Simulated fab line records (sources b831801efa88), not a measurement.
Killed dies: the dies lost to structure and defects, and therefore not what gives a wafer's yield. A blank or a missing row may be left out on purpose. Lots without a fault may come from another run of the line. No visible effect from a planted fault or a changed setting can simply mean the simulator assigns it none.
A lot that was struck, set against a sound lot    flow gf180mcu    16 out of 602 route steps
Sound: wafers L218.1, L218.2, L218.6. The struck wafers were L229.1, L229.4, L229.6. The cause is given at the end.
Each step with rows lists, per side, the tool, then ch with its chambers, then its first start. Under that, the readings that differ: sound wafers    struck wafers    difference of the means    sigmas: that difference in standard deviations of wafers without a fault.
alike: readings whose means differ by less than 2 such deviations, and words and numbers that are the same on both sides. not compared: withheld readings, readings that some wafer has no value for, bounds like >300 that may hide the same value, and numbers for which the record gives no deviation and whose values overlap.
The two part at a step that has a row with sigmas, a row that says differs or no value, or rows on one side only. Non-overlapping numbers with no deviation appear without sigmas and do not part them. A reading that every wafer of one side lacks parts them only if that side has two wafers or more.

GF_TOP_METAL_SPUTTER_04: material TiN, target thk 25 nm, time 20.8 s.
  struck on pvd_sputter-02, day 30 20:31; sound on pvd_sputter-02, day 27 09:07
  alike: throttle_valve_pct
GF_TOP_METAL_RS_MEAS_05: uses a four-point probe to measure.
  struck on film_metro-01, day 30 20:32; sound on film_metro-01, day 27 09:08
  alike: TOP_METAL_ALCU_RS
GF_TOP_METAL_THK_MEAS_06: measures by xrf.
  struck on film_metro-01, day 30 20:40; sound on film_metro-01, day 27 09:16
  alike: TOP_METAL_ALCU_THK
then, 7 steps without rows for these wafers: GF_TOP_METAL_DEHYDRATE_07 (time 60 s); GF_TOP_METAL_HMDS_08 (prime time 60 s); GF_TOP_METAL_COAT_09 (resist thk 1500 nm); GF_TOP_METAL_SOFTBAKE_10 (time 60 s); GF_TOP_METAL_EXPOSE_11 (exposes mask MetalTop, target cd 440 nm); GF_TOP_METAL_PEB_12; GF_TOP_METAL_DEVELOP_13 (develop time 60 s).
GF_TOP_METAL_CD_MEAS_14: the cd target is 440 nm.
  struck on cd_sem-02, day 31 14:10; sound on cd_sem-01, day 28 05:33
reading     sound              struck             difference  sigmas
cd_nm (nm)  439.5 439.3 439.3  444.3 444.6 442.8  +4.5        +2
GF_TOP_METAL_OVL_MEAS_15:
  struck on overlay-02, day 31 14:17; sound on overlay-02, day 28 05:40
  alike: TOP_METAL_OVL
GF_TOP_METAL_METAL_ETCH_16: etches the open film in Cl2/BCl3, stops on SiO2, target depth 1077.5 nm, time 179.6 s.
  sound on rie_metal-04 ch 0,1, day 28 05:43; struck on rie_metal-02 ch 1, day 31 14:19
reading                                         sound                 struck                difference  sigmas
drypump_motor_current_A (A)                     5.7 5.6 5.7           6.7 6.8 6.7           +1.1        +2
oes_product_au (a.u.)                           0.968 0.978 0.976     1.001 0.985 1.011     +0.025      +3
run_length_s (s)                                207.4 207.4 207.4     177.6 177.3 177.1     -30.1       -75
throttle_valve_pct (%)                          28.247 28.252 28.253  28.210 28.238 28.211  -0.031      -3
model.etch.depth_nm (nm)                        1039 1044 1037        890.8 885.7 901.8     -147.2      
model.TOP_METAL.feature_depth_nm (nm)           1039 1044 1037        890.8 885.7 901.8     -147.2      
model.NOVOLAK_of_TOP_METAL_COAT_09.thk_nm (nm)  1063 1065 1059        1139 1146 1137        +78         
  not compared: rf_hours_counter_h
GF_TOP_METAL_STRIP_17: strips in O2/N2.
  sound on plasma_asher-03 ch 0,1, day 28 05:53; struck on plasma_asher-04 ch 0,1, day 31 14:40
reading                       sound              struck             difference  sigmas
strip_time_to_endpoint_s (s)  13.35 13.40 13.33  14.28 14.37 14.25  +0.94       +9
  alike: drypump_motor_current_A, heater_power_w, oes_product_au, platen_temp_c
  not compared: rf_hours_counter_h
then, 1 step without rows for these wafers: GF_TOP_METAL_STRIP_18 (strips in post etch residue remover, time 1200 s).
GF_PASSIVATION_PROBE_99:
  struck on prober-01, day 32 10:17; sound on prober-01, day 29 05:12
reading                              sound  struck  difference  sigmas
model.etest.pmos_6p0.short           0 0 0  1 1 1   +1          
model.etest.npoly_u.short            0 0 0  1 1 1   +1          
model.etest.ldpmos_10p0.short        0 0 0  1 1 1   +1          
model.etest.nmos_6p0_nat.short       0 0 0  1 1 1   +1          
model.etest.met3.short               0 0 0  1 1 1   +1          
model.etest.pmos_6p0.over_limit      0 0 0  1 1 1   +1          
model.etest.nmos_6p0_nat.over_limit  0 0 0  1 1 1   +1          
model.etest.met1.short               0 0 0  1 1 1   +1          

WHERE THEY PART
Last at GF_TOP_METAL_STRIP_17 as far as this record goes, first at GF_TOP_METAL_CD_MEAS_14.

WHY: the cause the simulator had injected
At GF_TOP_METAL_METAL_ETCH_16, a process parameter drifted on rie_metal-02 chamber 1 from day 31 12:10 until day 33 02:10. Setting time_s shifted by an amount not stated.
